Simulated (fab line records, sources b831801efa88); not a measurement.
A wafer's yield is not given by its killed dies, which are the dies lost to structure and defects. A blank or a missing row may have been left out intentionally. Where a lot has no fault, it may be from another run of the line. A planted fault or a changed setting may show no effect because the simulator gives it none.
Which of the tools did it? / flow gf180mcu / 24 lots with 72 wafers sampled at 6 steps, on a route of 602 steps

== WHAT THE GAUGES SHOWED, per wafer ==
GF_V3_THK_MEAS_01. Usual: V3_CVD_00_THK gives 584 nm (standard deviation 5.7).
lot=L074; measured=day 21 03:14; on=filmMetro-03; V3_CVD_00_THK (nm)=582 584 575; flag=
lot=L075; measured=day 21 18:14; on=filmMetro-03; V3_CVD_00_THK (nm)=589 591 586; flag=
lot=L076; measured=day 22 01:52; on=filmMetro-03; V3_CVD_00_THK (nm)=589 585 577; flag=
lot=L077; measured=day 22 09:10; on=filmMetro-03; V3_CVD_00_THK (nm)=590 589 592; flag=
lot=L078; measured=day 22 13:05; on=filmMetro-02; V3_CVD_00_THK (nm)=590 583 586; flag=
lot=L079; measured=day 23 08:37; on=filmMetro-01; V3_CVD_00_THK (nm)=591 583 589; flag=
lot=L080; measured=day 23 11:16; on=filmMetro-02; V3_CVD_00_THK (nm)=591 590 587; flag=
lot=L081; measured=day 23 20:26; on=filmMetro-01; V3_CVD_00_THK (nm)=587 589 577; flag=
lot=L082; measured=day 24 07:11; on=filmMetro-01; V3_CVD_00_THK (nm)=581 575 577; flag=
lot=L083; measured=day 24 15:53; on=filmMetro-03; V3_CVD_00_THK (nm)=577 585 573; flag=
lot=L084; measured=day 25 01:01; on=filmMetro-01; V3_CVD_00_THK (nm)=591 591 592; flag=
lot=L085; measured=day 25 10:56; on=filmMetro-02; V3_CVD_00_THK (nm)=588 587 587; flag=
lot=L086; measured=day 25 13:32; on=filmMetro-01; V3_CVD_00_THK (nm)=576 575 583; flag=
lot=L087; measured=day 26 06:07; on=filmMetro-03; V3_CVD_00_THK (nm)=583 581 586; flag=
lot=L088; measured=day 26 13:02; on=filmMetro-02; V3_CVD_00_THK (nm)=587 581 587; flag=
lot=L089; measured=day 26 19:34; on=filmMetro-01; V3_CVD_00_THK (nm)=590 587 592; flag=
lot=L090; measured=day 26 23:41; on=filmMetro-03; V3_CVD_00_THK (nm)=573 581 576; flag=
lot=L091; measured=day 27 08:56; on=filmMetro-02; V3_CVD_00_THK (nm)=581 578 589; flag=
lot=L092; measured=day 27 18:47; on=filmMetro-01; V3_CVD_00_THK (nm)=585 585 581; flag=
lot=L093; measured=day 27 23:44; on=filmMetro-01; V3_CVD_00_THK (nm)=588 581 585; flag=
lot=L094; measured=day 28 09:05; on=filmMetro-02; V3_CVD_00_THK (nm)=579 580 579; flag=
lot=L095; measured=day 28 11:08; on=filmMetro-01; V3_CVD_00_THK (nm)=586 578 580; flag=
lot=L096; measured=day 28 13:35; on=filmMetro-02; V3_CVD_00_THK (nm)=577 577 577; flag=
lot=L097; measured=day 28 19:55; on=filmMetro-01; V3_CVD_00_THK (nm)=584 581 587; flag=

GF_M4_THK_MEAS_06: measures by xrf. Usual: M4_ALCU_THK gives 456 nm (standard deviation 4.6).
lot=L074; measured=day 22 05:49; on=filmMetro-01; M4_ALCU_THK (nm)=465 461 465; flag=
lot=L075; measured=day 22 20:14; on=filmMetro-01; M4_ALCU_THK (nm)=457 461 461; flag=
lot=L076; measured=day 23 03:22; on=filmMetro-01; M4_ALCU_THK (nm)=446 458 453; flag=
lot=L077; measured=day 23 10:14; on=filmMetro-01; M4_ALCU_THK (nm)=452 456 458; flag=
lot=L078; measured=day 23 14:32; on=filmMetro-01; M4_ALCU_THK (nm)=447 452 446; flag=
lot=L079; measured=day 24 09:18; on=filmMetro-03; M4_ALCU_THK (nm)=456 455 459; flag=
lot=L080; measured=day 24 12:14; on=filmMetro-04; M4_ALCU_THK (nm)=458 456 459; flag=
lot=L081; measured=day 24 21:17; on=filmMetro-03; M4_ALCU_THK (nm)=460 460 466; flag=
lot=L082; measured=day 25 07:34; on=filmMetro-01; M4_ALCU_THK (nm)=457 455 459; flag=
lot=L083; measured=day 25 17:17; on=filmMetro-01; M4_ALCU_THK (nm)=454 454 455; flag=
lot=L084; measured=day 26 00:26; on=filmMetro-03; M4_ALCU_THK (nm)=453 466 461; flag=
lot=L085; measured=day 26 10:12; on=filmMetro-01; M4_ALCU_THK (nm)=457 458 457; flag=
lot=L086; measured=day 26 13:04; on=filmMetro-01; M4_ALCU_THK (nm)=454 457 454; flag=
lot=L087; measured=day 27 05:17; on=filmMetro-03; M4_ALCU_THK (nm)=453 454 455; flag=
lot=L088; measured=day 27 12:26; on=filmMetro-04; M4_ALCU_THK (nm)=456 455 454; flag=
lot=L089; measured=day 27 18:10; on=filmMetro-04; M4_ALCU_THK (nm)=454 458 458; flag=
lot=L090; measured=day 27 21:52; on=filmMetro-04; M4_ALCU_THK (nm)=450 450 454; flag=
lot=L091; measured=day 28 07:37; on=filmMetro-03; M4_ALCU_THK (nm)=455 459 457; flag=
lot=L092; measured=day 28 16:44; on=filmMetro-01; M4_ALCU_THK (nm)=449 450 449; flag=
lot=L093; measured=day 28 21:50; on=filmMetro-04; M4_ALCU_THK (nm)=463 457 456; flag=
lot=L094; measured=day 29 07:02; on=filmMetro-04; M4_ALCU_THK (nm)=462 458 460; flag=
lot=L095; measured=day 29 08:31; on=filmMetro-03; M4_ALCU_THK (nm)=459 455 460; flag=
lot=L096; measured=day 29 11:09; on=filmMetro-04; M4_ALCU_THK (nm)=458 456 462; flag=
lot=L097; measured=day 29 17:11; on=filmMetro-01; M4_ALCU_THK (nm)=458 452 449; flag=

GF_V4_THK_MEAS_25: measures by xrf. Usual: V4_W_THK gives 353 nm (standard deviation 4.5).
lot=L074; measured=day 24 06:34; on=filmMetro-04; V4_W_THK (nm)=356 350 354; flag=
lot=L075; measured=day 24 19:52; on=filmMetro-04; V4_W_THK (nm)=348 348 347; flag=
lot=L076; measured=day 25 03:25; on=filmMetro-02; V4_W_THK (nm)=354 356 356; flag=
lot=L077; measured=day 25 08:49; on=filmMetro-02; V4_W_THK (nm)=351 345 356; flag=
lot=L078; measured=day 25 12:52; on=filmMetro-03; V4_W_THK (nm)=349 357 357; flag=
lot=L079; measured=day 26 06:01; on=filmMetro-03; V4_W_THK (nm)=352 359 353; flag=
lot=L080; measured=day 26 10:08; on=filmMetro-02; V4_W_THK (nm)=357 349 359; flag=
lot=L081; measured=day 26 18:05; on=filmMetro-04; V4_W_THK (nm)=343 351 341; flag=
lot=L082; measured=day 27 04:19; on=filmMetro-02; V4_W_THK (nm)=358 360 353; flag=
lot=L083; measured=day 27 13:23; on=filmMetro-04; V4_W_THK (nm)=353 355 356; flag=
lot=L084; measured=day 27 19:47; on=filmMetro-04; V4_W_THK (nm)=355 344 342; flag=
lot=L085; measured=day 28 04:47; on=filmMetro-03; V4_W_THK (nm)=359 355 352; flag=
lot=L086; measured=day 28 08:49; on=filmMetro-04; V4_W_THK (nm)=358 355 354; flag=
lot=L087; measured=day 28 22:53; on=filmMetro-02; V4_W_THK (nm)=350 350 360; flag=
lot=L088; measured=day 29 05:55; on=filmMetro-03; V4_W_THK (nm)=354 352 350; flag=
lot=L089; measured=day 29 11:02; on=filmMetro-03; V4_W_THK (nm)=363 352 356; flag=
lot=L090; measured=day 29 15:02; on=filmMetro-04; V4_W_THK (nm)=351 347 351; flag=
lot=L091; measured=day 30 00:26; on=filmMetro-03; V4_W_THK (nm)=354 364 353; flag=
lot=L092; measured=day 30 09:16; on=filmMetro-03; V4_W_THK (nm)=356 356 354; flag=
lot=L093; measured=day 30 13:43; on=filmMetro-03; V4_W_THK (nm)=354 351 354; flag=
lot=L094; measured=day 30 23:00; on=filmMetro-02; V4_W_THK (nm)=350 359 355; flag=
lot=L095; measured=day 30 23:52; on=filmMetro-03; V4_W_THK (nm)=353 349 347; flag=
lot=L096; measured=day 31 02:22; on=filmMetro-04; V4_W_THK (nm)=351 355 351; flag=
lot=L097; measured=day 31 07:13; on=filmMetro-02; V4_W_THK (nm)=358 362 354; flag=

== EACH LOT AND THE TOOL THAT RAN IT (in order: tool; ch and the chambers of the sampled wafers; start) ==
lot=L074; GF_M3_SPUTTER_01=pvdSputter-01, day 20 01:53; GF_M3_SPUTTER_03=pvdSputter-01, day 20 01:57; GF_V4_ETCH_17=rieDiel-02 ch 0,1, day 24 06:34 or earlier
lot=L075; GF_M3_SPUTTER_01=pvdSputter-03, day 20 17:07; GF_M3_SPUTTER_03=pvdSputter-03, day 20 17:10; GF_V4_ETCH_17=rieDiel-03 ch 0,2, day 24 19:52 or earlier
lot=L076; GF_M3_SPUTTER_01=pvdSputter-03, day 21 01:04; GF_M3_SPUTTER_03=pvdSputter-03, day 21 01:07; GF_V4_ETCH_17=rieDiel-03 ch 1,2,3, day 25 03:25 or earlier
lot=L077; GF_M3_SPUTTER_01=pvdSputter-01, day 21 08:20; GF_M3_SPUTTER_03=pvdSputter-01, day 21 08:24; GF_V4_ETCH_17=rieDiel-03 ch 0,1,2, day 25 08:49 or earlier
lot=L078; GF_M3_SPUTTER_01=pvdSputter-03, day 21 12:47; GF_M3_SPUTTER_03=pvdSputter-03, day 21 12:51; GF_V4_ETCH_17=rieDiel-04 ch 0,1, day 25 12:52 or earlier
lot=L079; GF_M3_SPUTTER_01=pvdSputter-03, day 22 08:59; GF_M3_SPUTTER_03=pvdSputter-03, day 22 09:03; GF_V4_ETCH_17=rieDiel-04 ch 0,1,2, day 26 06:01 or earlier
lot=L080; GF_M3_SPUTTER_01=pvdSputter-03, day 22 11:40; GF_M3_SPUTTER_03=pvdSputter-03, day 22 11:43; GF_V4_ETCH_17=rieDiel-03 ch 0,1,3, day 26 10:08 or earlier
lot=L081; GF_M3_SPUTTER_01=pvdSputter-04, day 22 20:41; GF_M3_SPUTTER_03=pvdSputter-04, day 22 20:44; GF_V4_ETCH_17=rieDiel-02 ch 0,1,2, day 26 18:05 or earlier
lot=L082; GF_M3_SPUTTER_01=pvdSputter-01, day 23 07:14; GF_M3_SPUTTER_03=pvdSputter-01, day 23 07:18; GF_V4_ETCH_17=rieDiel-02 ch 0,1,3, day 27 04:19 or earlier
lot=L083; GF_M3_SPUTTER_01=pvdSputter-04, day 23 16:55; GF_M3_SPUTTER_03=pvdSputter-04, day 23 16:59; GF_V4_ETCH_17=rieDiel-03 ch 0,1,2, day 27 13:23 or earlier
lot=L084; GF_M3_SPUTTER_01=pvdSputter-04, day 24 02:10; GF_M3_SPUTTER_03=pvdSputter-04, day 24 02:13; GF_V4_ETCH_17=rieDiel-03 ch 0,2,3, day 27 19:47 or earlier
lot=L085; GF_M3_SPUTTER_01=pvdSputter-01, day 24 11:35; GF_M3_SPUTTER_03=pvdSputter-01, day 24 11:38; GF_V4_ETCH_17=rieDiel-02 ch 1,2,3, day 28 04:47 or earlier
lot=L086; GF_M3_SPUTTER_01=pvdSputter-03, day 24 15:06; GF_M3_SPUTTER_03=pvdSputter-03, day 24 15:10; GF_V4_ETCH_17=rieDiel-04 ch 0,1,3, day 28 08:49 or earlier
lot=L087; GF_M3_SPUTTER_01=pvdSputter-03, day 25 07:55; GF_M3_SPUTTER_03=pvdSputter-03, day 25 07:59; GF_V4_ETCH_17=rieDiel-02 ch 0,3, day 28 22:53 or earlier
lot=L088; GF_M3_SPUTTER_01=pvdSputter-03, day 25 15:13; GF_M3_SPUTTER_03=pvdSputter-03, day 25 15:16; GF_V4_ETCH_17=rieDiel-02 ch 1,2,3, day 29 05:55 or earlier
lot=L089; GF_M3_SPUTTER_01=pvdSputter-03, day 25 20:52; GF_M3_SPUTTER_03=pvdSputter-03, day 25 20:55; GF_V4_ETCH_17=rieDiel-02 ch 0,1,3, day 29 11:02 or earlier
lot=L090; GF_M3_SPUTTER_01=pvdSputter-01, day 26 02:16; GF_M3_SPUTTER_03=pvdSputter-01, day 26 02:19; GF_V4_ETCH_17=rieDiel-04 ch 1,2,3, day 29 15:02 or earlier
lot=L091; GF_M3_SPUTTER_01=pvdSputter-01, day 26 10:42; GF_M3_SPUTTER_03=pvdSputter-01, day 26 10:46; GF_V4_ETCH_17=rieDiel-02 ch 1,3, day 30 00:26 or earlier
lot=L092; GF_M3_SPUTTER_01=pvdSputter-01, day 26 22:08; GF_M3_SPUTTER_03=pvdSputter-01, day 26 22:11; GF_V4_ETCH_17=rieDiel-04 ch 0,1,2, day 30 09:16 or earlier
lot=L093; GF_M3_SPUTTER_01=pvdSputter-01, day 27 03:23; GF_M3_SPUTTER_03=pvdSputter-01, day 27 03:26; GF_V4_ETCH_17=rieDiel-03 ch 0,2,3, day 30 13:43 or earlier
lot=L094; GF_M3_SPUTTER_01=pvdSputter-03, day 27 12:19; GF_M3_SPUTTER_03=pvdSputter-03, day 27 12:22; GF_V4_ETCH_17=rieDiel-02 ch 1,3, day 30 23:00 or earlier
lot=L095; GF_M3_SPUTTER_01=pvdSputter-03, day 27 14:59; GF_M3_SPUTTER_03=pvdSputter-03, day 27 15:03; GF_V4_ETCH_17=rieDiel-03 ch 0,2,3, day 30 23:52 or earlier
lot=L096; GF_M3_SPUTTER_01=pvdSputter-03, day 27 17:26; GF_M3_SPUTTER_03=pvdSputter-03, day 27 17:29; GF_V4_ETCH_17=rieDiel-03 ch 0,2,3, day 31 02:22 or earlier
lot=L097; GF_M3_SPUTTER_01=pvdSputter-03, day 27 23:51; GF_M3_SPUTTER_03=pvdSputter-03, day 27 23:55; GF_V4_ETCH_17=rieDiel-04 ch 0,3, day 31 07:13 or earlier
- GF_M3_SPUTTER_01: material TiN, target thk 30 nm, time 25 s.
- GF_M3_SPUTTER_03: material Ti, target thk 10 nm, time 6.7 s.
- GF_V4_ETCH_17: etches SiO2 in C4F8/O2/Ar, stops on TiN, target depth 630 nm.

== AS READ BY THE TOOLS THEMSELVES (means over the sampled wafers that have a number; for cases with no such wafer, the mark the record gives instead) ==
GF_M3_SPUTTER_01. Usual: throttleValvePct at 30.5 %, with a standard deviation of 1.2.
lot=L074; tool=pvdSputter-01; throttleValvePct (%)=31.4; flag=
lot=L075; tool=pvdSputter-03; throttleValvePct (%)=29.5; flag=
lot=L076; tool=pvdSputter-03; throttleValvePct (%)=30.4; flag=
lot=L077; tool=pvdSputter-01; throttleValvePct (%)=31.4; flag=
lot=L078; tool=pvdSputter-03; throttleValvePct (%)=29.8; flag=
lot=L079; tool=pvdSputter-03; throttleValvePct (%)=30.3; flag=
lot=L080; tool=pvdSputter-03; throttleValvePct (%)=30.4; flag=
lot=L081; tool=pvdSputter-04; throttleValvePct (%)=29.9; flag=
lot=L082; tool=pvdSputter-01; throttleValvePct (%)=30.5; flag=
lot=L083; tool=pvdSputter-04; throttleValvePct (%)=30.2; flag=
lot=L084; tool=pvdSputter-04; throttleValvePct (%)=29.9; flag=
lot=L085; tool=pvdSputter-01; throttleValvePct (%)=29.7; flag=
lot=L086; tool=pvdSputter-03; throttleValvePct (%)=30.1; flag=
lot=L087; tool=pvdSputter-03; throttleValvePct (%)=31.0; flag=
lot=L088; tool=pvdSputter-03; throttleValvePct (%)=30.9; flag=
lot=L089; tool=pvdSputter-03; throttleValvePct (%)=31.0; flag=
lot=L090; tool=pvdSputter-01; throttleValvePct (%)=31.6; flag=
lot=L091; tool=pvdSputter-01; throttleValvePct (%)=29.8; flag=
lot=L092; tool=pvdSputter-01; throttleValvePct (%)=31.5; flag=
lot=L093; tool=pvdSputter-01; throttleValvePct (%)=31.8; flag=
lot=L094; tool=pvdSputter-03; throttleValvePct (%)=30.1; flag=
lot=L095; tool=pvdSputter-03; throttleValvePct (%)=30.4; flag=
lot=L096; tool=pvdSputter-03; throttleValvePct (%)=30.6; flag=
lot=L097; tool=pvdSputter-03; throttleValvePct (%)=29.7; flag=

GF_M3_SPUTTER_03. Usual: throttleValvePct at 30.5 %, with a standard deviation of 1.2.
lot=L074; tool=pvdSputter-01; throttleValvePct (%)=31.2; flag=
lot=L075; tool=pvdSputter-03; throttleValvePct (%)=29.5; flag=
lot=L076; tool=pvdSputter-03; throttleValvePct (%)=30.4; flag=
lot=L077; tool=pvdSputter-01; throttleValvePct (%)=31.5; flag=
lot=L078; tool=pvdSputter-03; throttleValvePct (%)=29.6; flag=
lot=L079; tool=pvdSputter-03; throttleValvePct (%)=30.3; flag=
lot=L080; tool=pvdSputter-03; throttleValvePct (%)=30.3; flag=
lot=L081; tool=pvdSputter-04; throttleValvePct (%)=29.8; flag=
lot=L082; tool=pvdSputter-01; throttleValvePct (%)=30.6; flag=
lot=L083; tool=pvdSputter-04; throttleValvePct (%)=30.0; flag=
lot=L084; tool=pvdSputter-04; throttleValvePct (%)=29.9; flag=
lot=L085; tool=pvdSputter-01; throttleValvePct (%)=29.6; flag=
lot=L086; tool=pvdSputter-03; throttleValvePct (%)=30.2; flag=
lot=L087; tool=pvdSputter-03; throttleValvePct (%)=31.2; flag=
lot=L088; tool=pvdSputter-03; throttleValvePct (%)=30.9; flag=
lot=L089; tool=pvdSputter-03; throttleValvePct (%)=30.8; flag=
lot=L090; tool=pvdSputter-01; throttleValvePct (%)=31.4; flag=
lot=L091; tool=pvdSputter-01; throttleValvePct (%)=30.0; flag=
lot=L092; tool=pvdSputter-01; throttleValvePct (%)=31.6; flag=
lot=L093; tool=pvdSputter-01; throttleValvePct (%)=31.8; flag=
lot=L094; tool=pvdSputter-03; throttleValvePct (%)=30.0; flag=
lot=L095; tool=pvdSputter-03; throttleValvePct (%)=30.4; flag=
lot=L096; tool=pvdSputter-03; throttleValvePct (%)=30.4; flag=
lot=L097; tool=pvdSputter-03; throttleValvePct (%)=29.9; flag=

GF_V4_ETCH_17. Usual: oesProductAu at 0.856 a.u., with a standard deviation of 0.0052.
lot=L074; tool=rieDiel-02; oesProductAu (a.u.)=0.858; flag=
lot=L075; tool=rieDiel-03; oesProductAu (a.u.)=0.857; flag=
lot=L076; tool=rieDiel-03; oesProductAu (a.u.)=0.856; flag=
lot=L077; tool=rieDiel-03; oesProductAu (a.u.)=0.856; flag=
lot=L078; tool=rieDiel-04; oesProductAu (a.u.)=0.851; flag=
lot=L079; tool=rieDiel-04; oesProductAu (a.u.)=0.857; flag=
lot=L080; tool=rieDiel-03; oesProductAu (a.u.)=0.858; flag=
lot=L081; tool=rieDiel-02; oesProductAu (a.u.)=0.861; flag=
lot=L082; tool=rieDiel-02; oesProductAu (a.u.)=0.859; flag=
lot=L083; tool=rieDiel-03; oesProductAu (a.u.)=0.856; flag=
lot=L084; tool=rieDiel-03; oesProductAu (a.u.)=0.863; flag=
lot=L085; tool=rieDiel-02; oesProductAu (a.u.)=0.856; flag=
lot=L086; tool=rieDiel-04; oesProductAu (a.u.)=0.856; flag=
lot=L087; tool=rieDiel-02; oesProductAu (a.u.)=0.855; flag=
lot=L088; tool=rieDiel-02; oesProductAu (a.u.)=0.858; flag=
lot=L089; tool=rieDiel-02; oesProductAu (a.u.)=0.851; flag=
lot=L090; tool=rieDiel-04; oesProductAu (a.u.)=0.863; flag=
lot=L091; tool=rieDiel-02; oesProductAu (a.u.)=0.859; flag=
lot=L092; tool=rieDiel-04; oesProductAu (a.u.)=0.854; flag=
lot=L093; tool=rieDiel-03; oesProductAu (a.u.)=0.856; flag=
lot=L094; tool=rieDiel-02; oesProductAu (a.u.)=0.855; flag=
lot=L095; tool=rieDiel-03; oesProductAu (a.u.)=0.853; flag=
lot=L096; tool=rieDiel-03; oesProductAu (a.u.)=0.855; flag=
lot=L097; tool=rieDiel-04; oesProductAu (a.u.)=0.855; flag=

== THE ANSWER, worked out from the rows above alone ==
Rule: a lot counts as off when the mean over its wafers that have a number is more than 3 standard deviations away from the usual mean. Also off: a lot with no number at a reading for which 4 or more lots have one. Any other lot the step has rows for is counted as sound. First the gauges in route order, then the tools' own readings, where a lot's mean is used as printed above. The first step at which some lot is off is used, and at that step the reading that is off furthest; a lot without a number counts as furthest.
Across all readings shown, no lot is off: no conclusion can be drawn from this.

== WHAT THE SIMULATOR PUT IN ==
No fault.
